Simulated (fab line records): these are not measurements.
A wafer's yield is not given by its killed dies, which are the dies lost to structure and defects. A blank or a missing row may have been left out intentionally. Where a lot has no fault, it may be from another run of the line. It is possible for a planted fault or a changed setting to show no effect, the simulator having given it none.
fab line records	flow sky130
record: lots: 12	wafers: 36	last-day: 50
route steps=708 shown METAL2@489 VIA2@510 PAD_OPEN@708
lots with no fault: from the same line, run without faults
start-h: hours from the record's first day to the start of the lot's first wafer shown	wait-h: hours from the lot's prior step to this one	" identical to the entry in the row above	L1.1+2: one row covering several wafers at once	- no value, or no start given	* or withheld: withheld	< > ~ a bound
route shown NAME@n: a module of which the file shows steps, and the number in the route of the first	usual: mean/standard deviation of fault-free wafers	same: alike in all rows	chamber/n: place in a boat	sites: each site's reading	_std_site: the values' standard deviation	_edge_site: the outer-site mean with the inner-site mean subtracted	radius-mm: for every site, how far away it sits from the centre of the wafer	mask NAME#n: copy n	behind: tool/chamber where the wafer was last shaped	hold: cause of the lot's hold/its duration in hours/its outcome	device: transistor that didn't switch, given as n, p or np	end of line: the same wafers' tests at the end of the route	a step without rows: its recipe alone	killed: count of dies lost to structure and defects at first sort (not the wafer's yield)	map: the dies of a wafer, with x for killed, . for not killed, _ for no die there
set.NAME: setting as actually run; set.NAME@STEP: the setting as run at that earlier step	model.NAME: the simulator's own value behind a step, which no gauge read
the route's steps for a sample of lots (tables are steps, rows are wafers)
services: a tool's chamber out of use, with start hour (start-h, from the record's first day; less than 0 if before it), hours out, and reason
== steps ==
step: SKY_METAL2_THK_MEAS_06
recipe: thk-meas-gauge: xrf	reads: AlCu_of_METAL2_SPUTTER_02
usual: METAL2_ALCU_THK: 251/3.4
lot.wafer	tool	chamber	start-h	wait-h	METAL2_ALCU_THK[nm]
L848.2	film-metro-04	-	789.53	0.1	251
L848.3	"	-	"	"	248
L848.6	"	-	"	"	250
L849.1	film-metro-04	-	795.60	0.1	251
L849.3	"	-	"	"	248
L849.4	"	-	"	"	247
L855.1	film-metro-01	-	873.17	0.1	256
L855.4	"	-	"	"	254
L855.5	"	-	"	"	253
L858.3	film-metro-03	-	874.14	0.1	246
L858.4	"	-	"	"	249
L858.5	"	-	"	"	249
L857.2	film-metro-04	-	874.47	0.1	252
L857.4	"	-	"	"	247
L857.5	"	-	"	"	250
L861.1	film-metro-04	-	890.54	0.1	248
L861.2	"	-	"	"	251
L861.6	"	-	"	"	249
L863.3	film-metro-03	-	903.08	0.1	244
L863.4	"	-	"	"	246
L863.6	"	-	"	"	249
L864.2	film-metro-01	-	903.36	0.1	245
L864.3	"	-	"	"	250
L864.6	"	-	"	"	249
L866.1	film-metro-03	-	921.56	0.1	247
L866.3	"	-	"	"	252
L866.5	"	-	"	"	251
L868.1	film-metro-03	-	941.29	0.1	247
L868.2	"	-	"	"	252
L868.6	"	-	"	"	246
L869.2	film-metro-03	-	941.90	0.1	254
L869.3	"	-	"	"	244
L869.6	"	-	"	"	250
L871.2	film-metro-03	-	956.88	0.1	252
L871.3	"	-	"	"	252
L871.4	"	-	"	"	248
step: SKY_VIA2_BOW_MEAS_03
recipe: mode: bow
usual: VIA2_BOW: 87/7.2
lot.wafer	tool	chamber	start-h	wait-h	VIA2_BOW[um]
L848.2	film-metro-01	-	817.37	0.2	93
L848.3	"	-	"	"	91
L848.6	"	-	"	"	91
L849.1	film-metro-03	-	823.44	0.2	87
L849.3	"	-	"	"	92
L849.4	"	-	"	"	69
L855.1	film-metro-03	-	900.55	0.2	80
L855.4	"	-	"	"	93
L855.5	"	-	"	"	87
L858.3	film-metro-02	-	901.24	0.3	83
L858.4	"	-	"	"	96
L858.5	"	-	"	"	84
L857.2	film-metro-03	-	901.53	0.1	91
L857.4	"	-	"	"	92
L857.5	"	-	"	"	90
L861.1	film-metro-03	-	916.87	0.1	85
L861.2	"	-	"	"	87
L861.6	"	-	"	"	89
L863.3	film-metro-01	-	929.24	0.3	98
L863.4	"	-	"	"	79
L863.6	"	-	"	"	97
L864.2	film-metro-03	-	929.42	0.2	106
L864.3	"	-	"	"	80
L864.6	"	-	"	"	103
L866.1	film-metro-01	-	947.10	0.1	92
L866.3	"	-	"	"	90
L866.5	"	-	"	"	78
L868.1	film-metro-02	-	966.31	0.1	90
L868.2	"	-	"	"	82
L868.6	"	-	"	"	88
L869.2	film-metro-02	-	967.28	0.2	95
L869.3	"	-	"	"	95
L869.6	"	-	"	"	95
L871.2	film-metro-03	-	982.71	0.2	86
L871.3	"	-	"	"	76
L871.4	"	-	"	"	79
step: SKY_VIA2_SPUTTER_20
recipe: material: TiN	target-thk-nm: 20	chamber-pressure-pa: 5	power-w: 4000	time-s: 80
usual: cathode-dc-power-W: 3999.9/0.77	chamber-pressure-pa: 4.999/0.009	throttle-valve-pct: 30.2/1.4	time-s: 80/0
lot.wafer	tool	chamber	start-h	wait-h	cathode-dc-power-W	chamber-pressure-pa	throttle-valve-pct	time-s
L848.2	pvd-sputter-03	-	844.63	0.0	3999.9	5.005	30.4	80
L848.3	"	-	"	"	4000.8	5.002	31.8	80
L848.6	"	-	"	"	4000.0	4.999	31.5	80
L849.1	pvd-sputter-03	-	849.63	0.0	4000.8	4.977	30.4	80
L849.3	"	-	"	"	4000.0	5.002	27.9	80
L849.4	"	-	"	"	4000.4	5.005	31.0	80
L855.1	pvd-sputter-03	-	926.79	0.0	-	-	-	-
L855.4	"	-	"	"	-	-	-	-
L855.5	"	-	"	"	-	-	-	-
L858.3	pvd-sputter-04	-	927.14	0.0	-	-	-	-
L858.4	"	-	"	"	-	-	-	-
L858.5	"	-	"	"	-	-	-	-
L857.2	pvd-sputter-04	-	927.49	0.0	-	-	-	-
L857.4	"	-	"	"	-	-	-	-
L857.5	"	-	"	"	-	-	-	-
L861.1	pvd-sputter-04	-	941.99	0.0	3999.4	4.991	30.1	80
L861.2	"	-	"	"	4000.7	5.002	31.6	80
L861.6	"	-	"	"	4000.5	5.017	31.5	80
L863.3	pvd-sputter-01	-	954.09	0.0	3999.0	5.005	28.5	80
L863.4	"	-	"	"	3999.1	5.000	27.6	80
L863.6	"	-	"	"	4001.1	4.990	28.6	80
L864.2	pvd-sputter-04	-	954.34	0.0	3999.8	5.007	30.2	80
L864.3	"	-	"	"	4000.3	4.994	30.3	80
L864.6	"	-	"	"	3997.5	4.986	30.3	80
L866.1	pvd-sputter-04	-	972.27	0.0	3998.7	4.995	30.0	80
L866.3	"	-	"	"	3999.9	5.006	31.4	80
L866.5	"	-	"	"	3999.0	5.003	30.5	80
L868.1	pvd-sputter-03	-	990.35	0.0	4000.4	5.004	30.5	80
L868.2	"	-	"	"	3999.2	4.988	31.0	80
L868.6	"	-	"	"	3999.0	5.001	31.3	80
L869.2	pvd-sputter-03	-	992.42	0.0	4000.3	4.990	28.1	80
L869.3	"	-	"	"	4001.2	4.998	30.8	80
L869.6	"	-	"	"	3999.0	4.985	28.1	80
L871.2	pvd-sputter-03	-	1006.69	0.0	3999.3	4.998	31.7	80
L871.3	"	-	"	"	4001.3	4.998	31.1	80
L871.4	"	-	"	"	4000.2	5.005	30.5	80
step: SKY_VIA2_CMP_24
recipe: stop-on: SiO2	t-overpolish-s: 20	down-force-psi: 3.5	platen-rpm: 60	target-thk-nm: 0	pad-velocity-m-s: 0.94248
usual: motor-current-A: 10.9/1.1
lot.wafer	tool	chamber	start-h	wait-h	motor-current-A
L848.3	cmp-01	0	845.01	0.0	11.7
L848.2	"	2	"	"	11.6
L848.6	"	0	"	"	11.1
L849.4	cmp-02	2	850.06	0.1	12.0
L849.3	"	3	"	"	10.4
L849.1	"	0	"	"	11.2
L857.4	cmp-01	2	927.91	0.1	12.0
L857.2	"	0	"	"	11.6
L857.5	"	2	"	"	12.7
L855.4	cmp-01	0	929.30	0.3	11.5
L855.1	"	1	"	"	9.8
L855.5	"	3	"	"	11.4
L858.3	cmp-02	0	932.15	0.2	10.4
L858.4	"	2	"	"	11.7
L858.5	"	1	"	"	9.0
L861.2	cmp-02	2	942.41	0.1	11.9
L861.1	"	3	"	"	10.4
L861.6	"	1	"	"	8.9
L863.3	cmp-01	3	954.56	0.1	11.5
L863.4	"	0	"	"	11.5
L863.6	"	2	"	"	11.7
L864.3	cmp-02	0	954.76	0.1	10.7
L864.2	"	1	"	"	9.1
L864.6	"	3	"	"	9.9
L866.3	cmp-02	3	972.70	0.1	10.9
L866.1	"	0	"	"	12.0
L866.5	"	2	"	"	12.0
L868.2	cmp-01	2	991.07	0.4	12.2
L868.1	"	0	"	"	11.7
L868.6	"	3	"	"	12.0
L869.2	cmp-01	1	993.03	0.1	10.1
L869.3	"	2	"	"	12.6
L869.6	"	0	"	"	12.2
L871.2	cmp-01	2	1007.06	0.0	12.1
L871.4	"	3	"	"	11.6
L871.3	"	1	"	"	9.8
step: SKY_PAD_OPEN_PROBE_99
usual: defect-limited-yield: 82.5/1.8	killed_at_M0_to_M3: 44/6.6	killed_at_M4_up: 2.9/1.8	killed-at-contacts: 24/4.8	killed-at-front-end: 15/4.5	killed-at-other: 0.3/0.64	killed-dies: 86/8.7	killed-on-rim: 17/3.8	killed-open: 47/6.5	killed-short: 39/5.8	sort_bin_3_pad_short: 0.9/0.4	sort_bin_5_function: 10.3/1.4	sort_bin_6_memory: 6.2/1.1	sort-n-pass: 406/8.7	sort-yield-pct: 82.5/1.8
same: gross-dies: 492	killed-at-back-side: 0	sort_bin_4_leakage[%]: 0	sort_bin_8_speed[%]: 0
lot.wafer	tool	chamber	start-h	wait-h	hold	defect-limited-yield[%]	killed_at_M0_to_M3	killed_at_M4_up	killed-at-contacts	killed-at-front-end	killed-at-other	killed-dies	killed-on-rim	killed-open	killed-short	sort_bin_3_pad_short[%]	sort_bin_5_function[%]	sort_bin_6_memory[%]	sort-n-pass	sort-yield-pct[%]
L848.2	prober-01	-	1072.03	0.1	-	83.1	37	0	21	25	0	83	18	44	39	1.4	10.4	5.1	409	83.1
L848.3	prober-01	-	1072.08	0.2	-	81.5	40	6	28	17	0	91	21	47	44	1.4	10.6	6.5	401	81.5
L848.6	prober-01	-	1072.23	0.2	-	83.5	36	5	24	16	0	81	17	42	39	0.4	9.1	6.9	411	83.5
L849.1	prober-02	-	1076.35	0.1	-	82.7	37	3	25	18	2	85	15	56	27	0.2	10.8	6.3	407	82.7
L849.3	prober-02	-	1076.45	0.2	-	81.5	44	6	26	14	1	91	14	50	41	1.0	12.4	5.1	401	81.5
L849.4	prober-02	-	1076.50	0.2	-	82.3	38	5	21	23	0	87	17	41	46	0.8	11.8	5.1	405	82.3
L855.1	prober-01	-	1137.72	0.1	await-dispo/2.2h/scrap	0	432	2	38	20	0	492	96	50	43	0.2	93.1	6.7	0	0
L855.4	prober-01	-	1137.87	0.2	await-dispo/2.2h/scrap	0	449	1	24	16	2	492	96	47	41	1.4	92.3	6.3	0	0
L855.5	prober-01	-	1137.92	0.2	await-dispo/2.2h/scrap	0	450	6	19	17	0	492	96	51	36	1.6	93.1	5.3	0	0
L858.3	prober-02	-	1138.54	0.2	await-dispo/3.2h/scrap	0	445	4	27	16	0	492	96	38	56	1.2	92.7	6.1	0	0
L858.5	prober-02	-	1138.64	0.2	await-dispo/3.2h/scrap	0	449	2	22	17	2	492	96	50	30	0.6	93.7	5.7	0	0
L857.2	prober-01	-	1139.27	0.1	await-dispo/1.7h/scrap	0	447	3	26	16	0	492	96	47	39	0.6	93.1	6.3	0	0
L857.4	prober-01	-	1139.37	0.2	await-dispo/1.7h/scrap	0	446	1	20	25	0	492	96	42	42	0.8	93.9	5.3	0	0
L857.5	prober-01	-	1139.42	0.2	await-dispo/1.7h/scrap	0	461	3	20	8	0	492	96	40	28	0.6	94.7	4.7	0	0
L861.1	prober-02	-	1149.08	0.1	-	80.5	49	2	32	13	0	96	21	50	46	1.4	12.2	5.9	396	80.5
L861.2	prober-02	-	1149.13	0.1	-	83.5	37	2	27	15	0	81	14	49	31	0.6	10.0	5.9	411	83.5
L861.6	prober-02	-	1149.33	0.2	-	86.6	28	8	23	7	0	66	14	36	30	0.8	7.5	5.1	426	86.6
L863.3	prober-02	-	1159.67	0.2	-	84.6	35	0	27	14	0	76	14	41	35	0.8	8.7	5.9	416	84.6
L863.4	prober-02	-	1159.72	0.2	-	83.1	44	2	23	13	1	83	17	48	35	1.0	9.6	6.3	409	83.1
L863.6	prober-02	-	1159.82	0.2	-	81.1	52	4	26	11	0	93	16	52	41	1.2	12.2	5.5	399	81.1
L864.2	prober-01	-	1159.95	0.1	-	83.7	29	4	25	22	0	80	21	44	36	0.4	8.5	7.3	412	83.7
L864.3	prober-01	-	1160.00	0.2	-	83.9	44	0	28	7	0	79	14	46	33	0.8	9.6	5.7	413	83.9
L864.6	prober-01	-	1160.15	0.2	-	85.0	45	1	15	13	0	74	10	39	35	0.6	9.3	5.1	418	85.0
L866.1	prober-01	-	1170.04	0.1	-	80.7	53	3	22	16	1	95	12	50	44	1.2	10.4	7.7	397	80.7
L866.3	prober-01	-	1170.14	0.2	-	81.7	44	5	24	17	0	90	21	48	42	1.0	11.0	6.3	402	81.7
L866.5	prober-01	-	1170.24	0.2	-	82.5	49	6	21	10	0	86	26	49	37	0.6	11.8	5.1	406	82.5
L868.1	prober-01	-	1181.80	0.1	-	79.5	52	3	30	15	1	101	17	60	40	0.6	11.6	8.3	391	79.5
L868.2	prober-01	-	1181.85	0.1	-	84.6	37	0	25	14	0	76	13	36	39	1.2	8.9	5.3	416	84.6
L868.6	prober-01	-	1182.05	0.2	-	83.1	39	4	24	16	0	83	21	44	38	0.8	9.8	6.3	409	83.1
L869.2	prober-02	-	1185.31	0.1	-	78.9	49	3	31	21	0	104	23	54	50	0.8	14.0	6.3	388	78.9
L869.3	prober-02	-	1185.36	0.2	-	82.1	40	2	28	18	0	88	19	52	36	1.6	9.1	7.1	404	82.1
L869.6	prober-02	-	1185.51	0.2	-	84.3	40	1	22	13	1	77	16	45	31	0.8	10.0	4.9	415	84.3
L871.2	prober-02	-	1195.66	0.1	-	83.3	38	4	26	14	0	82	15	48	34	0.6	11.2	4.9	410	83.3
L871.3	prober-02	-	1195.71	0.2	-	79.9	49	2	38	10	0	99	23	58	41	0.4	13.4	6.3	393	79.9
L871.4	prober-02	-	1195.76	0.2	-	82.9	42	4	24	13	1	84	19	48	36	1.2	10.4	5.5	408	82.9
killed by level:class
L848.2 VIA1:geometric-particle:open=10 CONTACT:geometric-particle:open=7 METAL2:geometric-particle:short=6 VIA3:geometric-particle:open=6 LI_CONTACT:geometric-particle:open=5 CONTACT:geometric-particle:short=5 VIA3:geometric-particle:short=5 FIELD_ISO:geometric-particle:short=4
L848.3 VIA1:geometric-particle:open=10 CONTACT:geometric-particle:open=9 FIELD_ISO:geometric-particle:open=7 VIA2:geometric-particle:open=7 METAL1:geometric-particle:short=6 LOCAL_INTERCONNECT:geometric-particle:short=6 METAL3:geometric-particle:short=6 CONTACT:geometric-particle:short=5
L848.6 VIA1:geometric-particle:open=12 CONTACT:geometric-particle:open=11 CONTACT:geometric-particle:short=7 FIELD_ISO:geometric-particle:open=5 POLY_GATE:geometric-particle:short=5 VIA3:geometric-particle:open=5 LOCAL_INTERCONNECT:geometric-particle:short=4 VIA2:geometric-particle:open=4
L849.1 VIA1:geometric-particle:open=13 CONTACT:geometric-particle:open=11 VIA2:geometric-particle:open=9 LI_CONTACT:geometric-particle:open=7 FIELD_ISO:geometric-particle:open=5 POLY_GATE:geometric-particle:short=4 POLY_GATE:geometric-particle:open=4 METAL2:geometric-particle:short=4
L849.3 VIA1:geometric-particle:open=11 VIA2:geometric-particle:open=9 LI_CONTACT:geometric-particle:open=8 CONTACT:geometric-particle:short=8 LI_CONTACT:geometric-particle:short=5 VIA3:geometric-particle:open=5 FIELD_ISO:geometric-particle:short=4 CONTACT:geometric-particle:open=4
L849.4 VIA1:geometric-particle:open=10 CONTACT:geometric-particle:open=8 FIELD_ISO:geometric-particle:short=7 POLY_GATE:geometric-particle:short=6 METAL2:geometric-particle:short=6 VIA2:geometric-particle:open=6 CONTACT:geometric-particle:short=5 METAL1:geometric-particle:short=5
L855.1 VIA2:area-sputter=399 CONTACT:geometric-particle:open=10 CONTACT:geometric-particle:short=10 FIELD_ISO:geometric-particle:open=8 LI_CONTACT:geometric-particle:open=8 VIA1:geometric-particle:open=7 FIELD_ISO:geometric-particle:short=6 LOCAL_INTERCONNECT:geometric-particle:short=6
L855.4 VIA2:area-sputter=402 VIA1:geometric-particle:open=9 VIA3:geometric-particle:open=8 VIA2:geometric-particle:open=8 LI_CONTACT:geometric-particle:open=7 CONTACT:geometric-particle:open=7 VIA1:geometric-particle:short=7 FIELD_ISO:geometric-particle:open=6
L855.5 VIA2:area-sputter=405 VIA1:geometric-particle:open=8 VIA3:geometric-particle:open=8 VIA2:geometric-particle:open=7 POLY_GATE:geometric-particle:open=6 FIELD_ISO:geometric-particle:open=5 POLY_GATE:geometric-particle:short=5 CONTACT:geometric-particle:open=5
L858.3 VIA2:area-sputter=398 CONTACT:geometric-particle:open=9 VIA1:geometric-particle:open=9 VIA1:geometric-particle:short=8 FIELD_ISO:geometric-particle:open=7 VIA2:geometric-particle:short=7 POLY_GATE:geometric-particle:short=6 METAL2:geometric-particle:short=6
L858.5 VIA2:area-sputter=412 CONTACT:geometric-particle:open=12 VIA1:geometric-particle:open=11 FIELD_ISO:geometric-particle:open=7 POLY_GATE:geometric-particle:open=5 CONTACT:geometric-particle:short=4 VIA1:geometric-particle:short=4 METAL3:geometric-particle:short=3
L857.2 VIA2:area-sputter=406 CONTACT:geometric-particle:open=11 VIA1:geometric-particle:open=11 METAL2:geometric-particle:short=8 VIA3:geometric-particle:open=7 POLY_GATE:geometric-particle:short=6 VIA2:geometric-particle:open=5 LOCAL_INTERCONNECT:geometric-particle:open=4
L857.4 VIA2:area-sputter=408 POLY_GATE:geometric-particle:open=8 VIA1:geometric-particle:open=7 FIELD_ISO:geometric-particle:open=6 METAL2:geometric-particle:short=6 VIA1:geometric-particle:short=6 VIA3:geometric-particle:open=6 FIELD_ISO:geometric-particle:short=5
L857.5 VIA2:area-sputter=424 CONTACT:geometric-particle:open=9 VIA1:geometric-particle:open=8 VIA3:geometric-particle:open=8 VIA2:geometric-particle:short=5 FIELD_ISO:geometric-particle:open=4 LOCAL_INTERCONNECT:geometric-particle:short=4 VIA1:geometric-particle:short=4
L861.1 VIA1:geometric-particle:open=14 LI_CONTACT:geometric-particle:open=11 CONTACT:geometric-particle:open=8 METAL2:geometric-particle:short=8 CONTACT:geometric-particle:short=7 VIA1:geometric-particle:short=6 VIA3:geometric-particle:open=6 FIELD_ISO:geometric-particle:short=4
L861.2 VIA1:geometric-particle:open=15 CONTACT:geometric-particle:open=9 FIELD_ISO:geometric-particle:short=6 LI_CONTACT:geometric-particle:open=6 CONTACT:geometric-particle:short=5 VIA1:geometric-particle:short=5 VIA2:geometric-particle:open=4 FIELD_ISO:geometric-particle:open=3
L861.6 VIA1:geometric-particle:open=8 CONTACT:geometric-particle:open=8 METAL4:geometric-particle:short=6 LI_CONTACT:geometric-particle:open=5 CONTACT:geometric-particle:short=4 METAL3:geometric-particle:short=4 POLY_CUT:geometric-particle:open=3 LI_CONTACT:geometric-particle:short=3
L863.3 LI_CONTACT:geometric-particle:open=8 CONTACT:geometric-particle:open=7 VIA2:geometric-particle:open=6 METAL1:geometric-particle:short=5 VIA1:geometric-particle:open=5 FIELD_ISO:geometric-particle:open=4 LI_CONTACT:geometric-particle:short=4 FIELD_ISO:geometric-particle:short=3
L863.4 VIA1:geometric-particle:open=15 CONTACT:geometric-particle:open=10 LI_CONTACT:geometric-particle:short=7 METAL2:geometric-particle:short=7 VIA1:geometric-particle:short=4 METAL2:geometric-particle:open=4 VIA2:geometric-particle:open=4 FIELD_ISO:geometric-particle:open=3
L863.6 VIA1:geometric-particle:open=14 LI_CONTACT:geometric-particle:open=9 VIA3:geometric-particle:open=9 CONTACT:geometric-particle:open=6 VIA1:geometric-particle:short=6 VIA2:geometric-particle:open=6 POLY_GATE:geometric-particle:short=5 LOCAL_INTERCONNECT:geometric-particle:short=4
L864.2 CONTACT:geometric-particle:open=12 METAL1:geometric-particle:short=9 VIA2:geometric-particle:open=7 FIELD_ISO:geometric-particle:open=6 VIA1:geometric-particle:open=6 FIELD_ISO:geometric-particle:short=4 LOCAL_INTERCONNECT:geometric-particle:short=4 POLY_GATE:geometric-particle:short=3
L864.3 METAL1:geometric-particle:short=9 LI_CONTACT:geometric-particle:open=8 CONTACT:geometric-particle:open=8 VIA1:geometric-particle:open=8 VIA3:geometric-particle:open=7 VIA1:geometric-particle:short=5 LI_CONTACT:geometric-particle:short=4 LOCAL_INTERCONNECT:geometric-particle:open=4
L864.6 VIA1:geometric-particle:open=13 CONTACT:geometric-particle:open=8 METAL2:geometric-particle:short=8 METAL1:geometric-particle:short=7 FIELD_ISO:geometric-particle:open=6 VIA2:geometric-particle:open=6 VIA1:geometric-particle:short=4 POLY_GATE:geometric-particle:short=3
L866.1 VIA1:geometric-particle:open=12 VIA1:geometric-particle:short=9 POLY_GATE:geometric-particle:short=8 VIA2:geometric-particle:open=8 CONTACT:geometric-particle:open=8 LI_CONTACT:geometric-particle:open=7 VIA3:geometric-particle:open=6 POLY_GATE:geometric-particle:open=5
L866.3 METAL1:geometric-particle:short=9 LI_CONTACT:geometric-particle:open=8 VIA1:geometric-particle:open=8 VIA3:geometric-particle:open=7 VIA2:geometric-particle:open=6 LOCAL_INTERCONNECT:geometric-particle:short=5 CONTACT:geometric-particle:open=5 METAL1:geometric-particle:open=5
L866.5 VIA2:geometric-particle:open=12 VIA1:geometric-particle:open=11 CONTACT:geometric-particle:open=9 CONTACT:geometric-particle:short=7 METAL4:geometric-particle:short=5 METAL1:geometric-particle:short=4 VIA1:geometric-particle:short=4 VIA3:geometric-particle:open=4
L868.1 VIA1:geometric-particle:open=11 LI_CONTACT:geometric-particle:open=10 VIA3:geometric-particle:open=10 CONTACT:geometric-particle:open=9 METAL1:geometric-particle:short=7 VIA1:geometric-particle:short=5 VIA2:geometric-particle:open=4 LI_CONTACT:geometric-particle:short=4
L868.2 VIA2:geometric-particle:open=11 METAL2:geometric-particle:short=7 VIA1:geometric-particle:open=7 LI_CONTACT:geometric-particle:open=6 LOCAL_INTERCONNECT:geometric-particle:short=5 CONTACT:geometric-particle:open=5 CONTACT:geometric-particle:short=5 FIELD_ISO:geometric-particle:short=4
L868.6 VIA2:geometric-particle:open=10 LI_CONTACT:geometric-particle:open=8 CONTACT:geometric-particle:open=8 FIELD_ISO:geometric-particle:short=5 VIA1:geometric-particle:short=5 METAL1:geometric-particle:short=5 FIELD_ISO:geometric-particle:open=4 LI_CONTACT:geometric-particle:short=4
L869.2 VIA1:geometric-particle:open=12 LI_CONTACT:geometric-particle:open=9 CONTACT:geometric-particle:open=9 FIELD_ISO:geometric-particle:short=6 FIELD_ISO:geometric-particle:open=5 POLY_GATE:geometric-particle:open=5 LOCAL_INTERCONNECT:geometric-particle:short=5 CONTACT:geometric-particle:short=5
L869.3 CONTACT:geometric-particle:open=10 LI_CONTACT:geometric-particle:open=9 VIA2:geometric-particle:open=8 VIA1:geometric-particle:open=7 FIELD_ISO:geometric-particle:open=5 VIA1:geometric-particle:short=5 LOCAL_INTERCONNECT:geometric-particle:short=4 METAL1:geometric-particle:short=4
L869.6 VIA1:geometric-particle:open=9 CONTACT:geometric-particle:open=8 LI_CONTACT:geometric-particle:open=6 VIA3:geometric-particle:open=5 METAL2:geometric-particle:short=5 VIA2:geometric-particle:open=5 FIELD_ISO:geometric-particle:open=4 VIA2:geometric-particle:short=4
L871.2 VIA1:geometric-particle:open=10 CONTACT:geometric-particle:open=9 LI_CONTACT:geometric-particle:short=6 METAL1:geometric-particle:short=6 LI_CONTACT:geometric-particle:open=5 CONTACT:geometric-particle:short=4 VIA3:geometric-particle:open=4 METAL4:geometric-particle:short=4
L871.3 VIA1:geometric-particle:open=13 CONTACT:geometric-particle:open=12 LI_CONTACT:geometric-particle:open=10 VIA2:geometric-particle:open=9 METAL1:geometric-particle:short=7 CONTACT:geometric-particle:short=6 LOCAL_INTERCONNECT:geometric-particle:short=5 VIA1:geometric-particle:short=5
L871.4 LI_CONTACT:geometric-particle:open=12 VIA1:geometric-particle:open=12 VIA2:geometric-particle:open=8 METAL1:geometric-particle:short=5 METAL2:geometric-particle:short=5 POLY_GATE:geometric-particle:short=4 VIA3:geometric-particle:open=4 CONTACT:geometric-particle:open=4
== services ==
tool	chamber	start-h	hours	kind
cmp-01	-	849.10	1.8	repair
cmp-01	-	857.33	1.6	repair
cmp-01	-	871.04	6.6	repair
cmp-01	-	877.62	3.4	pm
cmp-02	-	878.64	1.2	repair
pvd-sputter-03	-	885.09	1.0	repair
cmp-02	-	905.90	2.2	repair
pvd-sputter-01	-	910.54	0.6	repair
cmp-01	-	912.00	4.0	pm
cmp-01	-	916.00	-	consumable-replace:conditioner
cmp-01	-	916.00	-	consumable-replace:pad
pvd-sputter-03	-	917.18	5.9	repair
cmp-02	-	918.62	0.7	repair
pvd-sputter-03	0	925.27	-	consumable-replace:kit
pvd-sputter-03	0	925.27	18.0	scheduled-down
pvd-sputter-03	0	925.27	18.0	vent-cycle
pvd-sputter-03	-	950.78	5.2	repair
pvd-sputter-01	2	951.45	-	consumable-replace:kit
pvd-sputter-01	2	951.45	18.0	scheduled-down
pvd-sputter-01	2	951.45	18.0	vent-cycle
cmp-02	-	967.95	1.4	repair
cmp-01	-	976.38	0.4	repair
cmp-02	-	989.26	4.9	repair
cmp-01	-	990.66	0.4	repair
== key ==
first-sign: step: SKY_VIA2_SPUTTER_20	reading: tool-record	direction: missing
effect: step: SKY_PAD_OPEN_PROBE_99	reading: killed_at_M0_to_M3	direction: up	sigmas: 61	usual: 44	struck: 447
more-kills-born-at: SKY_VIA2_SPUTTER_20@pvd-sputter-04: 2044	SKY_VIA2_SPUTTER_20@pvd-sputter-03: 1204
met-at SKY_VIA2_SPUTTER_20
struck-lots L855,L857,L858
later-rows-left-out L855.1,L855.4,L855.5,L857.2,L857.4,L857.5,L858.3,L858.4,L858.5
not-acting-at SKY_METAL2_THK_MEAS_06,SKY_VIA2_BOW_MEAS_03,SKY_VIA2_CMP_24
onset-between 849.63 926.79
fault: kind: skipped-step-whole	tool: pvd-sputter-03,pvd-sputter-04	chamber: -	onset-h: 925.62	steps: SKY_VIA2_SPUTTER_20	scope: struck-lots-only
later-rows-left-out: the simulator's readings of these wafers behind a module that went badly wrong aren't trusted and aren't shown, but for the sort
